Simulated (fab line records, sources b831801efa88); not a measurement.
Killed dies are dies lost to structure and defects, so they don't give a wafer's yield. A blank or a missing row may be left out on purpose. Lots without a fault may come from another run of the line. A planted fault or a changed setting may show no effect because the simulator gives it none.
fab line records | flow gf180mcu
record lots=12 wafers=36 last_day=34
route steps=602 shown DNWELL@34 VT_IMPLANT@135 DUAL_GATE@144 POLY_GATE@175
lots that met no fault: from a run of the same line without faults
start_h: hours from the record's first day to the start of the lot's first wafer shown | wait_h: hours since the lot's step before | " the same as in the row above | L1.1+2: a row that stands for several wafers | - no value, or no start given | * or withheld: withheld | < > ~ a bound
route shown NAME@n: a module of which the file shows steps, and the number in the route of the first | usual: mean/standard deviation of fault-free wafers | same: alike in all rows | chamber/n: place in a boat | sites: the reading at each site | _std_site: their standard deviation | _edge_site: outer sites' mean less inner sites' | radius_mm: how far each site lies from the wafer's centre | mask NAME#n: copy n | behind: the tool/chamber that last shaped the wafer | hold: why the lot was held/for how many hours/how that ended | device: the transistor (n, p or np) that didn't switch | end of line: the same wafers' tests at the end of the route | a step without rows: its recipe alone | killed: dies lost to structure and defects at the first sort, not the wafer's yield | map: a wafer's dies, x killed, . not, _ none there
set.NAME: the setting as run; set.NAME@STEP: as run at that earlier step | model.NAME: the simulator's own value behind a step, which no gauge read
steps of the route over a sample of lots; a table a step, a row a wafer
services: from which hour (start_h, from the record's first day; less than 0 if before it) a tool's chamber was out of use, for how many hours, and why
## steps
# step GF_DNWELL_COAT_02
# recipe spin_rpm=2000 resist_thk_nm=3000
# usual exhaust_pa=44.9/0.81
# columns lot.wafer tool chamber start_h wait_h exhaust_pa
L544.1 litho_track-01 0 38.36 0.1 45.8
L544.2 " 0 " " 45.0
L544.6 " 0 " " 45.2
L545.2 litho_track-03 0 43.84 0.1 44.5
L545.3 " 0 " " 45.6
L545.4 " 0 " " 45.8
L546.3 litho_track-03 0 49.41 0.1 43.9
L546.5 " 0 " " 43.1
L546.6 " 0 " " 44.0
L547.1 litho_track-04 0 51.34 0.1 43.6
L547.2 " 0 " " 44.5
L547.3 " 0 " " 43.6
L548.1 litho_track-01 0 58.66 0.1 45.9
L548.3 " 0 " " 44.8
L548.5 " 0 " " 46.0
L554.3 litho_track-03 0 91.11 0.1 46.2
L554.5 " 0 " " 45.5
L554.6 " 0 " " 45.8
L555.1 litho_track-03 0 96.01 0.1 43.7
L555.4 " 0 " " 43.7
L555.6 " 0 " " 45.9
L559.2 litho_track-01 0 116.08 0.1 44.2
L559.4 " 0 " " 44.1
L559.6 " 0 " " 45.5
L561.1 litho_track-01 0 135.51 0.1 44.4
L561.2 " 0 " " 44.6
L561.3 " 0 " " 45.0
L563.2 litho_track-04 0 142.96 0.1 44.5
L563.3 " 0 " " 44.2
L563.6 " 0 " " 45.8
L567.2 litho_track-04 0 156.51 0.1 44.8
L567.4 " 0 " " 43.9
L567.6 " 0 " " 43.9
L566.2 litho_track-01 0 158.78 0.1 44.4
L566.4 " 0 " " 43.9
L566.5 " 0 " " 45.0
# step GF_DNWELL_STRIP_08
# recipe chemistry=O2/N2 power_w=1400 pressure_mtorr=1500 platen_temp_c=250 o2_flow_sccm=3000 n2_flow_sccm=300 overash_fraction=0.5
# usual drypump_motor_current_A=6.24/0.29 heater_power_w=334/33 oes_product_au=0.722/0.0047 platen_temp_c=250.02/0.19 strip_time_to_endpoint_s=37.00/0.11
# columns lot.wafer tool chamber start_h wait_h drypump_motor_current_A heater_power_w oes_product_au platen_temp_c rf_hours_counter_h strip_time_to_endpoint_s
L544.1 plasma_asher-04 0 45.16 0.1 6.65 332 0.717 249.96 23 37.04
L544.2 " 1 " " 6.24 283 0.720 250.03 23 37.09
L544.6 " 1 " " 6.20 286 0.723 249.95 - 37.21
L545.2 plasma_asher-02 1 50.51 0.1 6.37 376 0.722 249.93 42 37.02
L545.3 " 0 " " 6.45 296 0.725 249.89 - 36.95
L545.4 " 1 " " 6.37 368 0.726 249.85 - 36.92
L546.3 plasma_asher-04 0 56.37 0.1 6.70 339 0.721 250.08 - 37.03
L546.5 " 0 " " 6.68 333 0.718 250.25 - 37.04
L546.6 " 1 " " 6.24 287 0.719 250.08 - 37.08
L547.1 plasma_asher-02 1 58.41 0.1 6.36 377 0.719 249.74 43 37.07
L547.2 " 0 " " 6.45 309 0.721 250.16 43 37.03
L547.3 " 1 " " 6.36 364 0.727 250.07 - 37.01
L548.1 plasma_asher-03 0 65.36 0.1 5.95 315 0.726 250.10 43 37.08
L548.3 " 1 " " 5.78 373 0.717 250.03 - 37.10
L548.5 " 1 " " 5.80 374 0.737 250.02 - 37.00
L554.3 plasma_asher-03 0 98.49 0.1 5.96 312 0.728 250.16 - 38.10
L554.5 " 0 " " 5.97 315 0.723 250.09 - 38.07
L554.6 " 1 " " 5.79 380 0.731 249.96 - 38.04
L555.1 plasma_asher-03 1 103.16 0.1 5.78 383 0.721 249.80 47 38.16
L555.4 " 1 " " 5.79 378 0.731 250.14 - 38.05
L555.6 " 0 " " 5.94 314 0.723 250.11 - 38.04
L559.2 plasma_asher-03 0 123.26 0.1 5.97 319 0.725 249.61 1 37.16
L559.4 " 1 " " 5.80 370 0.726 250.11 - 37.20
L559.6 " 0 " " 5.91 325 0.722 249.93 - 37.16
L561.1 plasma_asher-02 1 143.78 0.1 6.35 364 0.722 250.03 52 37.23
L561.2 " 0 " " 6.44 306 0.723 250.22 52 37.15
L561.3 " 0 " " 6.46 316 0.721 250.18 - 37.02
L563.2 plasma_asher-03 0 150.96 0.1 5.98 317 0.716 250.43 3 36.96
L563.3 " 1 " " 5.79 366 0.720 249.95 - 37.02
L563.6 " 0 " " 5.93 313 0.722 250.31 - 36.91
L567.2 plasma_asher-04 0 164.52 0.1 6.72 326 0.726 250.00 36 36.99
L567.4 " 0 " " 6.72 342 0.719 250.16 - 36.98
L567.6 " 1 " " 6.22 283 0.719 250.17 - 36.98
L566.2 plasma_asher-02 0 167.31 0.1 6.45 308 0.717 250.19 55 37.18
L566.4 " 1 " " 6.34 369 0.725 250.27 - 37.24
L566.5 " 1 " " 6.35 370 0.719 249.91 - 37.22
# step GF_VT_IMPLANT_RTA_45
# recipe temp_c=1050 time_s=30 ambient=N2
# usual lamp_power_pct=35.9/1.2 wafer_temp_C_max=1054.1/0.8
# columns lot.wafer tool chamber start_h wait_h lamp_power_pct wafer_temp_C_max
L544.1 rtp_anneal-02 0 158.83 0.0 36.9 1052.7
L544.2 " 0 " " 36.9 1053.2
L544.6 " 0 " " 36.8 1054.4
L545.2 rtp_anneal-02 0 164.30 0.0 36.9 1053.0
L545.3 " 0 " " 36.9 1053.8
L545.4 " 0 " " 36.9 1053.7
L546.3 rtp_anneal-02 0 171.22 0.0 36.9 1055.1
L546.5 " 0 " " 36.8 1053.4
L546.6 " 0 " " 36.9 1052.9
L547.1 rtp_anneal-02 0 177.19 0.0 36.9 1056.4
L547.2 " 0 " " 36.9 1054.5
L547.3 " 0 " " 36.9 1055.3
L548.1 rtp_anneal-02 0 184.23 0.0 37.0 1054.5
L548.3 " 0 " " 36.9 1054.1
L548.5 " 0 " " 36.9 1054.2
L554.3 rtp_anneal-02 0 227.02 0.0 36.9 1055.2
L554.5 " 0 " " 36.9 1052.6
L554.6 " 0 " " 36.9 1054.0
L555.1 rtp_anneal-01 0 232.25 0.0 34.4 1053.7
L555.4 " 0 " " 34.4 1054.4
L555.6 " 0 " " 34.4 1053.1
L559.2 rtp_anneal-01 0 259.75 0.0 34.5 1053.9
L559.4 " 0 " " 34.4 1053.8
L559.6 " 0 " " 34.5 1055.7
L561.1 rtp_anneal-01 0 288.48 0.0 34.5 1053.7
L561.2 " 0 " " 34.4 1054.6
L561.3 " 0 " " 34.4 1053.8
L563.2 rtp_anneal-02 0 296.16 0.0 36.8 1053.3
L563.3 " 0 " " 36.9 1053.7
L563.6 " 0 " " 36.8 1054.5
L567.2 rtp_anneal-02 0 314.72 0.0 36.9 1053.5
L567.4 " 0 " " 36.9 1052.5
L567.6 " 0 " " 36.9 1054.6
L566.2 rtp_anneal-01 0 316.57 0.0 34.4 1053.7
L566.4 " 0 " " 34.4 1054.6
L566.5 " 0 " " 34.5 1055.3
# step GF_DUAL_GATE_THK_MEAS_03
# recipe reads=SiO2_of_DUAL_GATE_OXIDATION_02
# usual DUAL_GATE_OXIDATION_00_THK=10.77/0.2
# columns lot.wafer tool chamber start_h wait_h DUAL_GATE_OXIDATION_00_THK[nm]
L544.1 film_metro-03 - 161.04 0.0 10.94
L544.2 " - " " 10.86
L544.6 " - " " 10.99
L545.2 film_metro-04 - 166.51 0.0 10.55
L545.3 " - " " 10.46
L545.4 " - " " 10.56
L546.3 film_metro-03 - 173.43 0.0 10.60
L546.5 " - " " 10.78
L546.6 " - " " 10.63
L547.1 film_metro-03 - 180.39 0.0 10.91
L547.2 " - " " 10.88
L547.3 " - " " 10.81
L548.1 film_metro-01 - 186.44 0.0 11.02
L548.3 " - " " 10.95
L548.5 " - " " 10.95
L554.3 film_metro-04 - 230.40 0.0 10.96
L554.5 " - " " 10.78
L554.6 " - " " 10.72
L555.1 film_metro-03 - 234.77 0.0 10.48
L555.4 " - " " 10.35
L555.6 " - " " 10.39
L559.2 film_metro-01 - 263.77 0.0 10.59
L559.4 " - " " 10.40
L559.6 " - " " 10.70
L561.1 film_metro-03 - 290.79 0.0 10.56
L561.2 " - " " 10.63
L561.3 " - " " 10.36
L563.2 film_metro-04 - 298.37 0.0 10.87
L563.3 " - " " 10.80
L563.6 " - " " 10.67
L567.2 film_metro-01 - 316.92 0.0 10.89
L567.4 " - " " 10.91
L567.6 " - " " 10.85
L566.2 film_metro-01 - 319.10 0.0 10.95
L566.4 " - " " 10.83
L566.5 " - " " 10.91
# step GF_POLY_GATE_CD_MEAS_18
# usual cd_nm=279.9/2.3
# columns lot.wafer tool chamber start_h wait_h cd_nm
L544.1 cd_sem-01 - 200.31 0.1 280.5
L544.2 " - " " 282.2
L544.6 " - " " 283.2
L545.2 cd_sem-02 - 208.27 0.1 282.4
L545.3 " - " " 281.0
L545.4 " - " " 277.5
L546.3 cd_sem-01 - 213.21 0.1 281.3
L546.5 " - " " 280.2
L546.6 " - " " 278.7
L547.1 cd_sem-01 - 222.03 0.1 281.0
L547.2 " - " " 278.7
L547.3 " - " " 285.0
L548.1 cd_sem-01 - 228.99 0.1 281.2
L548.3 " - " " 279.1
L548.5 " - " " 282.7
L554.3 cd_sem-01 - 273.39 0.1 279.8
L554.5 " - " " 281.1
L554.6 " - " " 281.2
L555.1 cd_sem-01 - 277.82 0.1 279.1
L555.4 " - " " 277.5
L555.6 " - " " 276.9
L559.2 cd_sem-02 - 308.08 0.1 283.1
L559.4 " - " " 282.5
L559.6 " - " " 281.9
L561.1 cd_sem-02 - 338.28 0.1 276.1
L561.2 " - " " 280.8
L561.3 " - " " 277.1
L563.2 cd_sem-02 - 345.53 0.1 276.9
L563.3 " - " " 279.4
L563.6 " - " " 276.6
L567.2 cd_sem-02 - 366.64 0.1 276.6
L567.4 " - " " 279.0
L567.6 " - " " 277.5
L566.2 cd_sem-01 - 369.12 0.1 283.7
L566.4 " - " " 281.7
L566.5 " - " " 279.6
## services
# columns tool chamber start_h hours kind
plasma_asher-04 - 58.60 2.0 repair
plasma_asher-02 - 87.79 2.8 pm
plasma_asher-03 - 108.75 9.0 pm
plasma_asher-03 0 108.75 9.0 vent_cycle
plasma_asher-03 1 108.75 9.0 vent_cycle
plasma_asher-03 0 117.75 - clean
plasma_asher-03 1 117.75 - clean
plasma_asher-04 - 151.48 2.8 pm
plasma_asher-02 - 173.48 3.6 repair
plasma_asher-03 - 216.63 1.0 repair
plasma_asher-03 - 290.07 3.3 repair
## key
first_sign step=GF_DNWELL_STRIP_08 reading=strip_time_to_endpoint_s direction=up sigmas=9.5 usual=* struck=*
effect none on later readings
met_at GF_DNWELL_COAT_02
struck_lots L554,L555
tester_left_out L554,L555
not_acting_at GF_VT_IMPLANT_RTA_45,GF_DUAL_GATE_THK_MEAS_03,GF_POLY_GATE_CD_MEAS_18
onset_between 49.41 91.11
fault kind=process_parameter_drift tool=litho_track-03 chamber=- onset_h=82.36 steps=GF_DNWELL_COAT_02 channel=resist_thk_nm offset=* shape=step end_h=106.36 acts_in=* stated=*
# tester_left_out: of these lots the tester's yield and bins aren't shown, on N5 and GAA mostly nor the transistor test; their killed dies are dies lost to structure and defects alone, not to doping, threshold or leakage, so they don't give the yield
